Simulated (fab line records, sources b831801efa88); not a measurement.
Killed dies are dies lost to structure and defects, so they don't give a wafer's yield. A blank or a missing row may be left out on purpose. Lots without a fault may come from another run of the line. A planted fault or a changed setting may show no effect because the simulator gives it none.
fab line records | flow sky130
record lots=5 wafers=15 last_day=50
route steps=708 shown RES_XHIGH@338 SD_N@342 SD_P@359 SALICIDE@361 LI_CONTACT@362
lots that met no fault: from a run of the same line without faults
start_h: hours from the record's first day to the start of the lot's first wafer shown | wait_h: hours since the lot's step before | " the same as in the row above | L1.1+2: a row that stands for several wafers | - no value, or no start given | * or withheld: withheld | < > ~ a bound
route shown NAME@n: a module of which the file shows steps, and the number in the route of the first | usual: mean/standard deviation of fault-free wafers | same: alike in all rows | chamber/n: place in a boat | sites: the reading at each site | _std_site: their standard deviation | _edge_site: outer sites' mean less inner sites' | radius_mm: how far each site lies from the wafer's centre | mask NAME#n: copy n | behind: the tool/chamber that last shaped the wafer | hold: why the lot was held/for how many hours/how that ended | device: the transistor (n, p or np) that didn't switch | end of line: the same wafers' tests at the end of the route | a step without rows: its recipe alone | killed: dies lost to structure and defects at the first sort, not the wafer's yield | map: a wafer's dies, x killed, . not, _ none there
set.NAME: the setting as run; set.NAME@STEP: as run at that earlier step | model.NAME: the simulator's own value behind a step, which no gauge read
lots at some steps of the route; a table a step, a row a wafer
services: from which hour (start_h, from the record's first day; less than 0 if before it) a tool's chamber was out of use, for how many hours, and why
## steps
# step SKY_RES_XHIGH_DEVELOP_06
# recipe resist=NOVOLAK developer=TMAH develop_time_s=60 dev_temp_c=23
# usual exhaust_pa=45.1/0.88
# same develop_time_s=60
# columns lot.wafer tool chamber start_h wait_h exhaust_pa
L082.3 litho_track-03 0 685.05 0.1 45.2
L082.5 " 0 " " 46.2
L082.6 " 0 " " 47.4
L086.2 litho_track-02 0 710.91 0.1 44.1
L086.4 " 0 " " 44.0
L086.6 " 0 " " 44.0
L093.1 litho_track-04 0 799.44 0.1 45.6
L093.2 " 0 " " 45.1
L093.3 " 0 " " 47.1
L092.1 litho_track-03 0 801.30 0.1 44.9
L092.3 " 0 " " 43.5
L092.6 " 0 " " 44.2
L097.1 litho_track-03 0 806.70 0.1 45.8
L097.2 " 0 " " 45.9
L097.3 " 0 " " 43.8
# step SKY_RES_XHIGH_IMPLANT_07
# recipe species=BF2 energy_kev=20.1 dose_cm2=3.6e+14 tilt_deg=0
# usual faraday_current_uA=486/80
# columns lot.wafer tool chamber start_h wait_h faraday_current_uA
L082.3 implanter-03 0 685.20 0.1 588
L082.5 " 0 " " 588
L082.6 " 0 " " 579
L086.2 implanter-02 0 711.06 0.1 439
L086.4 " 0 " " 466
L086.6 " 0 " " 457
L093.1 implanter-03 0 799.59 0.1 575
L093.2 " 0 " " 590
L093.3 " 0 " " 591
L092.1 implanter-02 0 801.45 0.1 429
L092.3 " 0 " " 437
L092.6 " 0 " " 446
L097.1 implanter-02 0 806.85 0.1 451
L097.2 " 0 " " 446
L097.3 " 0 " " 443
# step SKY_RES_XHIGH_STRIP_08
# recipe chemistry=O2/N2 power_w=1400 pressure_mtorr=1500 platen_temp_c=withheld o2_flow_sccm=3000 n2_flow_sccm=300 overash_fraction=0.5
# usual drypump_motor_current_A=5.8/0.44 oes_product_au=0.711/0.005 strip_time_to_endpoint_s=14.28/0.044
# columns lot.wafer tool chamber start_h wait_h drypump_motor_current_A oes_product_au rf_hours_counter_h strip_time_to_endpoint_s
L082.3 plasma_asher-03 1 685.33 0.1 6.1 0.710 - 14.28
L082.5 " 1 " " 6.1 0.713 - 14.25
L082.6 " 0 " " 5.0 0.706 - 14.29
L086.2 plasma_asher-02 1 711.19 0.1 5.7 0.709 102 14.31
L086.4 " 1 " " 5.7 0.706 - 14.34
L086.6 " 1 " " 5.7 0.710 - 14.36
L093.1 plasma_asher-04 1 799.74 0.1 5.8 0.708 68 14.27
L093.2 " 0 " " 6.3 0.717 68 14.29
L093.3 " 0 " " 6.3 0.710 - 14.31
L092.1 plasma_asher-03 0 801.60 0.1 5.0 0.707 36 14.27
L092.3 " 0 " " 5.0 0.706 - 14.26
L092.6 " 1 " " 6.1 0.706 - 14.19
L097.1 plasma_asher-03 1 807.00 0.1 6.0 0.707 36 14.27
L097.2 " 0 " " 4.9 0.708 36 14.26
L097.3 " 0 " " 4.9 0.716 - 14.30
# step SKY_RES_XHIGH_TW_MEAS_09
# usual RES_XHIGH_TW=1656/16
# columns lot.wafer tool chamber start_h wait_h RES_XHIGH_TW
L082.3 film_metro-03 - 685.42 0.1 1660
L082.5 " - " " 1662
L082.6 " - " " 1663
L086.2 film_metro-03 - 711.30 0.1 1677
L086.4 " - " " 1683
L086.6 " - " " 1680
L093.1 film_metro-03 - 799.84 0.1 1655
L093.2 " - " " 1664
L093.3 " - " " 1662
L092.1 film_metro-01 - 801.70 0.1 1636
L092.3 " - " " 1632
L092.6 " - " " 1635
L097.1 film_metro-01 - 807.10 0.1 1642
L097.2 " - " " 1641
L097.3 " - " " 1641
# step SKY_SD_N_DEHYDRATE_00
# recipe temp_c=200 time_s=60
# usual exhaust_pa=45.2/1
# columns lot.wafer tool chamber start_h wait_h exhaust_pa
L082.3 litho_track-02 0 698.34 12.9 45.8
L082.5 " 0 " " 46.7
L082.6 " 0 " " 46.1
L086.2 litho_track-02 0 722.51 11.2 46.3
L086.4 " 0 " " 45.8
L086.6 " 0 " " 43.2
L093.1 litho_track-02 0 811.14 11.3 44.7
L093.2 " 0 " " 44.6
L093.3 " 0 " " 44.8
L092.1 litho_track-01 0 813.63 11.9 43.3
L092.3 " 0 " " 43.1
L092.6 " 0 " " 44.0
L097.1 litho_track-02 0 819.04 11.9 45.5
L097.2 " 0 " " 46.6
L097.3 " 0 " " 44.3
# step SKY_SD_N_HMDS_01
# recipe prime_time_s=60 prime_temp_c=120
# usual exhaust_pa=44.8/0.82
# columns lot.wafer tool chamber start_h wait_h exhaust_pa
L082.3 litho_track-02 0 698.49 0.1 45.4
L082.5 " 0 " " 45.5
L082.6 " 0 " " 45.0
L086.2 litho_track-02 0 722.66 0.1 45.0
L086.4 " 0 " " 43.9
L086.6 " 0 " " 44.9
L093.1 litho_track-02 0 811.29 0.1 43.5
L093.2 " 0 " " 45.9
L093.3 " 0 " " 45.5
L092.1 litho_track-01 0 813.78 0.1 44.9
L092.3 " 0 " " 45.6
L092.6 " 0 " " 44.8
L097.1 litho_track-02 0 819.19 0.1 45.5
L097.2 " 0 " " 45.7
L097.3 " 0 " " 43.6
# step SKY_SD_N_COAT_02
# recipe resist=NOVOLAK spin_rpm=3000 resist_thk_nm=1140
# usual exhaust_pa=45.0/0.93
# columns lot.wafer tool chamber start_h wait_h exhaust_pa
L082.3 litho_track-02 0 698.64 0.1 47.3
L082.5 " 0 " " 46.1
L082.6 " 0 " " 46.7
L086.2 litho_track-02 0 722.81 0.1 44.4
L086.4 " 0 " " 43.6
L086.6 " 0 " " 44.0
L093.1 litho_track-02 0 811.44 0.1 45.0
L093.2 " 0 " " 44.7
L093.3 " 0 " " 44.4
L092.1 litho_track-01 0 813.93 0.1 46.1
L092.3 " 0 " " 45.8
L092.6 " 0 " " 46.2
L097.1 litho_track-02 0 819.34 0.1 45.6
L097.2 " 0 " " 45.2
L097.3 " 0 " " 45.8
# step SKY_SD_N_SOFTBAKE_03
# recipe temp_c=90 time_s=60 resist=NOVOLAK
# usual exhaust_pa=44.9/1.1
# columns lot.wafer tool chamber start_h wait_h exhaust_pa
L082.3 litho_track-02 0 698.79 0.1 45.3
L082.5 " 0 " " 44.5
L082.6 " 0 " " 44.2
L086.2 litho_track-02 0 722.96 0.1 44.7
L086.4 " 0 " " 43.9
L086.6 " 0 " " 42.8
L093.1 litho_track-02 0 811.59 0.1 44.6
L093.2 " 0 " " 45.5
L093.3 " 0 " " 44.2
L092.1 litho_track-01 0 814.08 0.1 45.9
L092.3 " 0 " " 45.7
L092.6 " 0 " " 46.8
L097.1 litho_track-02 0 819.49 0.1 44.2
L097.2 " 0 " " 44.6
L097.3 " 0 " " 44.4
# step SKY_SD_N_EXPOSE_04
# recipe mask_id=NSDM na=0.6 source_shape=conventional sigma_outer=0.6 polarization=unpolarized target_cd_nm=380 dose_mj=141
# columns lot.wafer tool chamber start_h wait_h mask
L082.3+5+6 iline_stepper-01 0 - - NSDM#0
L086.2+4+6 iline_stepper-01 0 - - NSDM#0
L093.1+2+3 iline_stepper-01 0 - - NSDM#0
L092.1+3+6 iline_stepper-01 0 - - NSDM#0
L097.1+2+3 iline_stepper-02 0 - - NSDM#0
# step SKY_SD_N_PEB_05
# recipe temp_c=withheld time_s=* resist=NOVOLAK
# usual exhaust_pa=45.0/0.89
# columns lot.wafer tool chamber start_h wait_h exhaust_pa
L082.3 litho_track-02 0 - - 46.4
L082.5 " 0 " " 46.4
L082.6 " 0 " " 46.1
L086.2 litho_track-03 0 - - 45.1
L086.4 " 0 " " 45.3
L086.6 " 0 " " 45.9
L093.1 litho_track-01 0 - - 43.8
L093.2 " 0 " " 44.9
L093.3 " 0 " " 44.0
L092.1 litho_track-02 0 - - 45.7
L092.3 " 0 " " 44.7
L092.6 " 0 " " 44.6
L097.1 litho_track-03 0 - - 44.2
L097.2 " 0 " " 45.7
L097.3 " 0 " " 44.6
# step SKY_SD_N_DEVELOP_06
# recipe resist=NOVOLAK developer=TMAH develop_time_s=60 dev_temp_c=23
# usual exhaust_pa=45.1/0.84
# same develop_time_s=60
# columns lot.wafer tool chamber start_h wait_h exhaust_pa
L082.3 litho_track-02 0 712.19 0.1 44.0
L082.5 " 0 " " 45.0
L082.6 " 0 " " 44.7
L086.2 litho_track-03 0 735.12 0.1 45.7
L086.4 " 0 " " 45.3
L086.6 " 0 " " 45.5
L093.1 litho_track-01 0 824.43 0.1 45.5
L093.2 " 0 " " 46.1
L093.3 " 0 " " 45.8
L092.1 litho_track-02 0 827.29 0.1 44.8
L092.3 " 0 " " 44.7
L092.6 " 0 " " 44.1
L097.1 litho_track-03 0 832.05 0.1 44.9
L097.2 " 0 " " 43.3
L097.3 " 0 " " 43.1
# step SKY_SD_N_CD_MEAS_07
# recipe target_cd_nm=380
# usual cd_nm=380.9/2.7
# columns lot.wafer tool chamber start_h wait_h cd_nm
L082.3 cd_sem-02 - 712.33 0.1 376.2
L082.5 " - " " 376.3
L082.6 " - " " 374.0
L086.2 cd_sem-02 - 735.27 0.1 377.1
L086.4 " - " " 374.0
L086.6 " - " " 375.2
L093.1 cd_sem-02 - 824.58 0.1 381.9
L093.2 " - " " 383.8
L093.3 " - " " 382.3
L092.1 cd_sem-02 - 827.44 0.1 379.4
L092.3 " - " " 380.8
L092.6 " - " " 378.7
L097.1 cd_sem-02 - 832.20 0.1 381.4
L097.2 " - " " 382.0
L097.3 " - " " 382.0
# step SKY_SD_N_OVL_MEAS_08
# usual SD_N_OVL=-0.6/1.2
# columns lot.wafer tool chamber start_h wait_h SD_N_OVL[nm]
L082.3 overlay-01 - 712.42 0.1 -0.1
L082.5 " - " " -1.0
L082.6 " - " " -0.6
L086.2 overlay-01 - 735.37 0.1 -2.0
L086.4 " - " " -1.2
L086.6 " - " " -1.8
L093.1 overlay-02 - 824.70 0.1 -2.0
L093.2 " - " " -2.1
L093.3 " - " " -2.7
L092.1 overlay-01 - 827.56 0.1 -0.8
L092.3 " - " " -0.7
L092.6 " - " " -0.1
L097.1 overlay-01 - 832.32 0.1 -1.3
L097.2 " - " " -1.3
L097.3 " - " " -1.0
# step SKY_SD_N_IMPLANT_09
# recipe species=As energy_kev=50 dose_cm2=4e+15 tilt_deg=0
# usual faraday_current_uA=10485/1400
# columns lot.wafer tool chamber start_h wait_h faraday_current_uA
L082.3 implanter-04 0 712.49 0.1 9099
L082.5 " 0 " " 9513
L082.6 " 0 " " 9402
L086.2 implanter-04 0 735.43 0.0 9064
L086.4 " 0 " " 9158
L086.6 " 0 " " 9397
L093.1 implanter-02 0 824.74 0.0 10529
L093.2 " 0 " " 10706
L093.3 " 0 " " 9985
L092.1 implanter-01 0 827.59 0.0 13078
L092.3 " 0 " " 13568
L092.6 " 0 " " 13238
L097.1 implanter-04 0 832.47 0.1 9172
L097.2 " 0 " " 9601
L097.3 " 0 " " 9286
# step SKY_SD_N_IMPLANT_10
# recipe species=P energy_kev=20 dose_cm2=1e+14 tilt_deg=0
# usual faraday_current_uA=453/60
# columns lot.wafer tool chamber start_h wait_h faraday_current_uA
L082.3 implanter-04 0 712.64 0.1 401
L082.5 " 0 " " 397
L082.6 " 0 " " 409
L086.2 implanter-04 0 735.58 0.1 404
L086.4 " 0 " " 408
L086.6 " 0 " " 395
L093.1 implanter-02 0 824.89 0.1 448
L093.2 " 0 " " 441
L093.3 " 0 " " 463
L092.1 implanter-01 0 827.74 0.1 562
L092.3 " 0 " " 578
L092.6 " 0 " " 564
L097.1 implanter-04 0 832.62 0.1 402
L097.2 " 0 " " 401
L097.3 " 0 " " 392
# step SKY_SD_N_STRIP_11
# recipe chemistry=O2/N2 power_w=1400 pressure_mtorr=1500 platen_temp_c=withheld o2_flow_sccm=3000 n2_flow_sccm=300 overash_fraction=0.5
# usual drypump_motor_current_A=5.96/0.21 oes_product_au=0.528/0.0051 strip_time_to_endpoint_s=22.55/0.035
# columns lot.wafer tool chamber start_h wait_h drypump_motor_current_A oes_product_au rf_hours_counter_h strip_time_to_endpoint_s
L082.3 plasma_asher-02 0 712.78 0.1 6.03 0.540 - 22.54
L082.5 " 1 " " 5.76 0.524 - 22.59
L082.6 " 0 " " 6.05 0.521 - 22.58
L086.2 plasma_asher-04 1 735.70 0.1 5.79 0.532 61 22.59
L086.4 " 1 " " 5.79 0.534 - 22.60
L086.6 " 0 " " 6.24 0.526 - 22.53
L093.1 plasma_asher-04 1 825.04 0.1 5.79 0.529 71 22.49
L093.2 " 0 " " 6.24 0.528 71 22.50
L093.3 " 0 " " 6.24 0.523 - 22.51
L092.1 plasma_asher-04 0 827.89 0.1 6.25 0.528 71 22.51
L092.3 " 1 " " 5.80 0.528 - 22.49
L092.6 " 1 " " 5.80 0.530 - 22.48
L097.1 plasma_asher-04 1 832.77 0.1 5.81 0.526 72 22.62
L097.2 " 0 " " 6.27 0.519 72 22.57
L097.3 " 0 " " 6.26 0.530 - 22.55
# step SKY_SD_N_TW_MEAS_12
# usual SD_N_TW=4020/53
# columns lot.wafer tool chamber start_h wait_h SD_N_TW
L082.3 film_metro-02 - 712.86 0.1 4046
L082.5 " - " " 4077
L082.6 " - " " 4048
L086.2 film_metro-02 - 735.81 0.1 4047
L086.4 " - " " 4000
L086.6 " - " " 4033
L093.1 film_metro-01 - 825.14 0.1 3962
L093.2 " - " " 3933
L093.3 " - " " 3944
L092.1 film_metro-01 - 827.99 0.1 3921
L092.3 " - " " 3953
L092.6 " - " " 3938
L097.1 film_metro-02 - 832.87 0.1 4066
L097.2 " - " " 4071
L097.3 " - " " 4079
# step SKY_SD_N_CLEAN_13
# recipe chemistry=SC1/SC2 mix=1:4:20 temp_c=70 time_s=150 dry=n2_spin
# columns lot.wafer tool chamber start_h wait_h
L082.3+5+6 wet_bench-01 1 712.90 0.0
L086.2+4+6 wet_bench-04 1 735.86 0.0
L093.1+2+3 wet_bench-01 0 825.20 0.1
L092.1+3+6 wet_bench-01 2 828.05 0.1
L097.1+2+3 wet_bench-04 0 832.93 0.1
# step SKY_SD_N_RTA_14
# recipe temp_c=1075 time_s=2 idle_temp_c=650 ramp_up_c_per_s=150 ramp_down_c_per_s=90 ambient=N2
# usual lamp_power_pct=15.73/0.052 wafer_temp_C_max=1078.0/1.4
# columns lot.wafer tool chamber start_h wait_h lamp_power_pct wafer_temp_C_max
L082.3 rtp_anneal-01 0 712.97 0.0 15.78 1079.3
L082.5 " 0 " " 15.79 1078.4
L082.6 " 0 " " 15.78 1076.4
L086.2 rtp_anneal-01 0 735.93 0.0 15.73 1079.8
L086.4 " 0 " " 15.70 1079.0
L086.6 " 0 " " 15.77 1074.9
L093.1 rtp_anneal-01 0 825.25 0.0 15.72 1079.2
L093.2 " 0 " " 15.73 1078.4
L093.3 " 0 " " 15.72 1077.5
L092.1 rtp_anneal-01 0 828.10 0.0 15.72 1078.4
L092.3 " 0 " " 15.66 1079.2
L092.6 " 0 " " 15.83 1077.5
L097.1 rtp_anneal-01 0 832.98 0.0 15.70 1076.2
L097.2 " 0 " " 15.74 1081.5
L097.3 " 0 " " 15.72 1077.1
# step SKY_SD_N_RS_MEAS_16
# recipe thk_meas_gauge=four-point-probe
# usual SD_N_RS=68.58/0.13
# columns lot.wafer tool chamber start_h wait_h SD_N_RS[ohm/sq]
L082.3 film_metro-01 - 713.17 0.1 68.60
L082.5 " - " " 68.50
L082.6 " - " " 68.46
L086.2 film_metro-01 - 736.11 0.1 68.59
L086.4 " - " " 68.52
L086.6 " - " " 68.49
L093.1 film_metro-03 - 825.42 0.1 68.33
L093.2 " - " " 68.74
L093.3 " - " " 68.51
L092.1 film_metro-03 - 828.28 0.1 68.86
L092.3 " - " " 68.79
L092.6 " - " " 68.77
L097.1 film_metro-02 - 833.19 0.1 68.44
L097.2 " - " " 68.48
L097.3 " - " " 68.41
# step SKY_SD_N_RS_MEAS_17
# recipe thk_meas_gauge=four-point-probe
# usual SD_P_RS=147.7/0.43
# columns lot.wafer tool chamber start_h wait_h SD_P_RS[ohm/sq]
L082.3 film_metro-01 - 713.29 0.1 147.9
L082.5 " - " " 147.8
L082.6 " - " " 147.5
L086.2 film_metro-01 - 736.23 0.1 147.9
L086.4 " - " " 147.7
L086.6 " - " " 148.0
L093.1 film_metro-03 - 825.54 0.1 147.2
L093.2 " - " " 147.3
L093.3 " - " " 146.9
L092.1 film_metro-03 - 828.40 0.1 148.0
L092.3 " - " " 148.5
L092.6 " - " " 148.4
L097.1 film_metro-02 - 833.31 0.1 147.8
L097.2 " - " " 148.0
L097.3 " - " " 147.5
# step SKY_SD_N_RS_MEAS_18
# recipe thk_meas_gauge=four-point-probe
# usual RES_XHIGH_RS=332.8/1.2
# columns lot.wafer tool chamber start_h wait_h RES_XHIGH_RS[ohm/sq]
L082.3 film_metro-01 - 713.41 0.1 334.5
L082.5 " - " " 334.2
L082.6 " - " " 334.8
L086.2 film_metro-01 - 736.35 0.1 331.9
L086.4 " - " " 332.3
L086.6 " - " " 332.1
L093.1 film_metro-03 - 825.66 0.1 332.8
L093.2 " - " " 332.9
L093.3 " - " " 332.7
L092.1 film_metro-03 - 828.52 0.1 332.6
L092.3 " - " " 333.0
L092.6 " - " " 332.9
L097.1 film_metro-02 - 833.43 0.1 330.9
L097.2 " - " " 330.1
L097.3 " - " " 330.4
# step SKY_SALICIDE_CLEAN_00
# recipe chemistry=HF-last time_s=30 dilution=100:1 dry=ipa_marangoni
# columns lot.wafer tool chamber start_h wait_h
L082.3+5+6 wet_bench-03 3 713.49 0.1
L086.2+4+6 wet_bench-01 3 736.45 0.1
L093.1+2+3 wet_bench-01 0 825.78 0.1
L092.1+3+6 wet_bench-03 1 828.64 0.1
L097.1+2+3 wet_bench-01 2 833.55 0.1
# step SKY_LI_CONTACT_HDPCVD_00
# recipe material=PSG target_thk_nm=930 sigma_open_frac=0.3 time_s=155 temp_c=600 sih4_flow_sccm=60 pressure_mtorr=6
# columns lot.wafer tool chamber start_h wait_h
L082.3+5+6 hdpcvd-01 0,0,2 713.50 0.0
L086.2+4+6 hdpcvd-02 2,0,2 736.47 0.0
L093.1+2+3 hdpcvd-01 1,0,2 825.80 0.0
L092.1+3+6 hdpcvd-01 0,1,2 828.65 0.0
L097.1+2+3 hdpcvd-01 1,0,2 833.56 0.0
# step SKY_LI_CONTACT_THK_MEAS_01
# recipe reads=PSG_of_LI_CONTACT_HDPCVD_00
# usual LI_CONTACT_HDPCVD_THK=932/8.5
# columns lot.wafer tool chamber start_h wait_h LI_CONTACT_HDPCVD_THK[nm]
L082.3 film_metro-01 - 713.63 0.1 939
L082.5 " - " " 937
L082.6 " - " " 927
L086.2 film_metro-02 - 736.58 0.1 930
L086.4 " - " " 934
L086.6 " - " " 922
L093.1 film_metro-01 - 825.90 0.1 924
L093.2 " - " " 930
L093.3 " - " " 935
L092.1 film_metro-01 - 828.76 0.1 935
L092.3 " - " " 934
L092.6 " - " " 931
L097.1 film_metro-03 - 833.67 0.1 936
L097.2 " - " " 943
L097.3 " - " " 933
# step SKY_LI_CONTACT_CMP_02
# recipe material=PSG down_force_psi=4 platen_rpm=60 pad_velocity_m_s=0.94248
# usual head_pressure_psi=4.000/0.0086 motor_current_A=11.4/1.1 time_to_endpoint_s=32.2/2.5
# columns lot.wafer tool chamber start_h wait_h head_pressure_psi motor_current_A time_to_endpoint_s
L082.3 cmp-02 0 713.72 0.1 4.012 12.0 35.9
L082.6 " 3 " " 4.008 14.0 33.5
L082.5 " 0 " " 3.996 12.9 36.0
L086.4 cmp-01 2 736.63 0.0 3.988 12.4 32.3
L086.2 " 0 " " 4.013 11.0 32.8
L086.6 " 3 " " 3.999 10.9 32.9
L093.1 cmp-01 3 826.09 0.2 3.999 10.4 29.6
L093.3 " 0 " " 3.997 11.0 31.1
L093.2 " 1 " " 3.999 10.1 29.8
L092.3 cmp-01 3 828.82 0.0 4.022 10.7 35.0
L092.1 " 2 " " 3.995 12.1 32.2
L092.6 " 0 " " 4.018 11.2 34.4
L097.3 cmp-01 0 833.75 0.1 3.987 10.9 31.6
L097.1 " 1 " " 3.985 10.1 33.4
L097.2 " 3 " " 3.995 10.7 31.4
# step SKY_LI_CONTACT_BOW_MEAS_03
# recipe mode=bow
# usual LI_CONTACT_BOW=53/6.1
# columns lot.wafer tool chamber start_h wait_h LI_CONTACT_BOW[um]
L082.3 film_metro-02 - 714.01 0.2 53
L082.5 " - " " 46
L082.6 " - " " 48
L086.2 film_metro-01 - 736.95 0.2 71
L086.4 " - " " 52
L086.6 " - " " 58
L093.1 film_metro-02 - 826.39 0.2 44
L093.2 " - " " 58
L093.3 " - " " 51
L092.1 film_metro-01 - 829.12 0.1 59
L092.3 " - " " 59
L092.6 " - " " 52
L097.1 film_metro-02 - 834.05 0.2 63
L097.2 " - " " 62
L097.3 " - " " 52
# step SKY_LI_CONTACT_DEHYDRATE_04
# recipe temp_c=200 time_s=60
# usual exhaust_pa=44.7/0.88
# columns lot.wafer tool chamber start_h wait_h exhaust_pa
L082.3 litho_track-04 0 724.64 10.6 45.9
L082.5 " 0 " " 44.1
L082.6 " 0 " " 44.1
L086.2 litho_track-02 0 750.31 13.3 44.1
L086.4 " 0 " " 42.1
L086.6 " 0 " " 44.4
L093.1 litho_track-01 0 838.28 11.9 43.4
L093.2 " 0 " " 44.8
L093.3 " 0 " " 45.1
L092.1 litho_track-02 0 840.99 11.9 46.0
L092.3 " 0 " " 43.7
L092.6 " 0 " " 45.1
L097.1 litho_track-04 0 846.49 12.4 44.6
L097.2 " 0 " " 44.7
L097.3 " 0 " " 45.2
# step SKY_LI_CONTACT_HMDS_05
# recipe prime_time_s=60 prime_temp_c=120
# usual exhaust_pa=45.1/0.81
# columns lot.wafer tool chamber start_h wait_h exhaust_pa
L082.3 litho_track-04 0 724.79 0.1 45.0
L082.5 " 0 " " 45.2
L082.6 " 0 " " 46.1
L086.2 litho_track-02 0 750.46 0.1 44.1
L086.4 " 0 " " 43.9
L086.6 " 0 " " 45.1
L093.1 litho_track-01 0 838.43 0.1 46.7
L093.2 " 0 " " 45.8
L093.3 " 0 " " 45.8
L092.1 litho_track-02 0 841.14 0.1 45.5
L092.3 " 0 " " 45.9
L092.6 " 0 " " 45.2
L097.1 litho_track-04 0 846.64 0.1 45.4
L097.2 " 0 " " 44.3
L097.3 " 0 " " 44.1
# step SKY_LI_CONTACT_COAT_06
# recipe resist=BARC temp_c=withheld time_s=withheld spin_rpm=3000 resist_thk_nm=60
# usual exhaust_pa=44.7/0.76
# columns lot.wafer tool chamber start_h wait_h exhaust_pa
L082.3 litho_track-04 0 724.94 0.1 45.2
L082.5 " 0 " " 45.2
L082.6 " 0 " " 45.9
L086.2 litho_track-02 0 750.61 0.1 43.9
L086.4 " 0 " " 45.8
L086.6 " 0 " " 45.7
L093.1 litho_track-01 0 838.58 0.1 43.6
L093.2 " 0 " " 44.8
L093.3 " 0 " " 45.2
L092.1 litho_track-02 0 841.29 0.1 43.8
L092.3 " 0 " " 45.3
L092.6 " 0 " " 44.5
L097.1 litho_track-04 0 846.79 0.1 44.5
L097.2 " 0 " " 44.3
L097.3 " 0 " " 44.0
# step SKY_LI_CONTACT_COAT_07
# recipe resist=KrF-thick spin_rpm=3000 resist_thk_nm=450
# usual exhaust_pa=44.9/0.83
# columns lot.wafer tool chamber start_h wait_h exhaust_pa
L082.3 litho_track-04 0 - - 44.4
L082.5 " 0 " " 44.0
L082.6 " 0 " " 45.1
L086.2 litho_track-02 0 - - 45.3
L086.4 " 0 " " 45.2
L086.6 " 0 " " 44.4
L093.1 litho_track-01 0 - - 45.3
L093.2 " 0 " " 44.8
L093.3 " 0 " " 45.1
L092.1 litho_track-02 0 - - 45.2
L092.3 " 0 " " 44.4
L092.6 " 0 " " 44.5
L097.1 litho_track-04 0 - - 43.8
L097.2 " 0 " " 45.8
L097.3 " 0 " " 44.3
# step SKY_LI_CONTACT_SOFTBAKE_08
# recipe temp_c=100 time_s=90 resist=KrF-thick
# usual exhaust_pa=45.0/0.85
# columns lot.wafer tool chamber start_h wait_h exhaust_pa
L082.3 litho_track-04 0 - - 45.2
L082.5 " 0 " " 46.7
L082.6 " 0 " " 46.0
L086.2 litho_track-02 0 - - 45.8
L086.4 " 0 " " 43.7
L086.6 " 0 " " 45.2
L093.1 litho_track-01 0 - - 44.5
L093.2 " 0 " " 45.1
L093.3 " 0 " " 44.9
L092.1 litho_track-02 0 - - 44.5
L092.3 " 0 " " 44.4
L092.6 " 0 " " 44.8
L097.1 litho_track-04 0 - - 44.6
L097.2 " 0 " " 46.4
L097.3 " 0 " " 44.4
# step SKY_LI_CONTACT_EXPOSE_09
# recipe mask_id=LICM1 na=0.8 source_shape=annular sigma_inner=0.55 sigma_outer=0.85 target_cd_nm=170 dose_mj=38
# columns lot.wafer tool chamber start_h wait_h mask
L082.3+5+6 krf_scanner-01 0 - - LICM1#0
L086.2+4+6 krf_scanner-01 0 - - LICM1#0
L093.1+2+3 krf_scanner-01 0 - - LICM1#0
L092.1+3+6 krf_scanner-02 0 - - LICM1#0
L097.1+2+3 krf_scanner-02 0 - - LICM1#0
# step SKY_LI_CONTACT_PEB_10
# recipe peb_temp_c=withheld peb_time_s=withheld resist=KrF-thick
# usual exhaust_pa=45.2/0.8
# columns lot.wafer tool chamber start_h wait_h exhaust_pa
L082.3 litho_track-01 0 - - 45.1
L082.5 " 0 " " 46.0
L082.6 " 0 " " 43.9
L086.2 litho_track-02 0 - - 45.0
L086.4 " 0 " " 46.7
L086.6 " 0 " " 45.1
L093.1 litho_track-04 0 - - 44.4
L093.2 " 0 " " 45.9
L093.3 " 0 " " 43.9
L092.1 litho_track-01 0 - - 42.9
L092.3 " 0 " " 44.1
L092.6 " 0 " " 44.0
L097.1 litho_track-02 0 - - 45.5
L097.2 " 0 " " 46.0
L097.3 " 0 " " 46.5
# step SKY_LI_CONTACT_DEVELOP_11
# recipe develop_time_s=60 resist=KrF-thick dev_temp_c=21
# usual exhaust_pa=44.8/0.91
# same develop_time_s=60
# columns lot.wafer tool chamber start_h wait_h exhaust_pa
L082.3 litho_track-01 0 - - 44.7
L082.5 " 0 " " 44.9
L082.6 " 0 " " 46.1
L086.2 litho_track-02 0 - - 46.0
L086.4 " 0 " " 46.2
L086.6 " 0 " " 45.4
L093.1 litho_track-04 0 - - 43.7
L093.2 " 0 " " 43.6
L093.3 " 0 " " 44.3
L092.1 litho_track-01 0 - - 45.0
L092.3 " 0 " " 44.3
L092.6 " 0 " " 45.6
L097.1 litho_track-02 0 - - 44.1
L097.2 " 0 " " 43.3
L097.3 " 0 " " 43.8
# step SKY_LI_CONTACT_CD_MEAS_12
# recipe target_cd_nm=170
# usual cd_nm=169.8/1.8
# columns lot.wafer tool chamber start_h wait_h cd_nm
L082.3 cd_sem-02 - 737.37 - 169.5
L082.5 " - " " 170.4
L082.6 " - " " 169.9
L086.2 cd_sem-01 - 764.34 - 166.9
L086.4 " - " " 167.4
L086.6 " - " " 168.2
L093.1 cd_sem-02 - 852.04 - 172.0
L093.2 " - " " 170.9
L093.3 " - " " 172.4
L092.1 cd_sem-01 - 855.18 - 167.7
L092.3 " - " " 166.4
L092.6 " - " " 166.9
L097.1 cd_sem-02 - 860.29 - 168.0
L097.2 " - " " 168.4
L097.3 " - " " 169.5
# step SKY_LI_CONTACT_OVL_MEAS_13
# usual LI_CONTACT_OVL=-1/4.6
# columns lot.wafer tool chamber start_h wait_h LI_CONTACT_OVL[nm]
L082.3 overlay-02 - 737.47 0.1 1
L082.5 " - " " -1
L082.6 " - " " -7
L086.2 overlay-01 - 764.44 0.1 -4
L086.4 " - " " -2
L086.6 " - " " -2
L093.1 overlay-02 - 852.16 0.1 -3
L093.2 " - " " -5
L093.3 " - " " -3
L092.1 overlay-02 - 855.30 0.1 -4
L092.3 " - " " -7
L092.6 " - " " -3
L097.1 overlay-01 - 860.41 0.1 -5
L097.2 " - " " -7
L097.3 " - " " -5
## services
# columns tool chamber start_h hours kind
krf_scanner-02 - 665.52 3.0 pm
iline_stepper-01 - 670.16 1.7 pm
krf_scanner-01 - 673.73 0.1 repair
implanter-02 - 684.65 3.9 pm
implanter-04 - 689.33 2.6 repair
cmp-01 - 697.11 1.5 repair
implanter-04 - 697.89 7.5 pm
krf_scanner-01 - 702.88 1.3 pm
cmp-01 - 719.52 5.9 pm
krf_scanner-01 - 727.07 1.0 pm
krf_scanner-01 - 733.48 0.8 pm
plasma_asher-03 - 734.14 3.5 repair
hdpcvd-01 - 736.33 1.7 repair
plasma_asher-04 - 739.09 2.0 repair
cmp-01 - 747.79 4.0 pm
implanter-02 - 761.84 2.0 repair
iline_stepper-01 - 766.71 8.9 pm
cmp-01 - 772.04 1.5 repair
krf_scanner-01 - 805.74 0.8 repair
implanter-04 - 807.26 0.8 repair
plasma_asher-03 - 814.14 14.6 pm
implanter-02 - 825.90 20.5 repair
plasma_asher-03 - 848.86 0.6 repair
krf_scanner-01 - 855.59 1.5 pm
## key
fault none
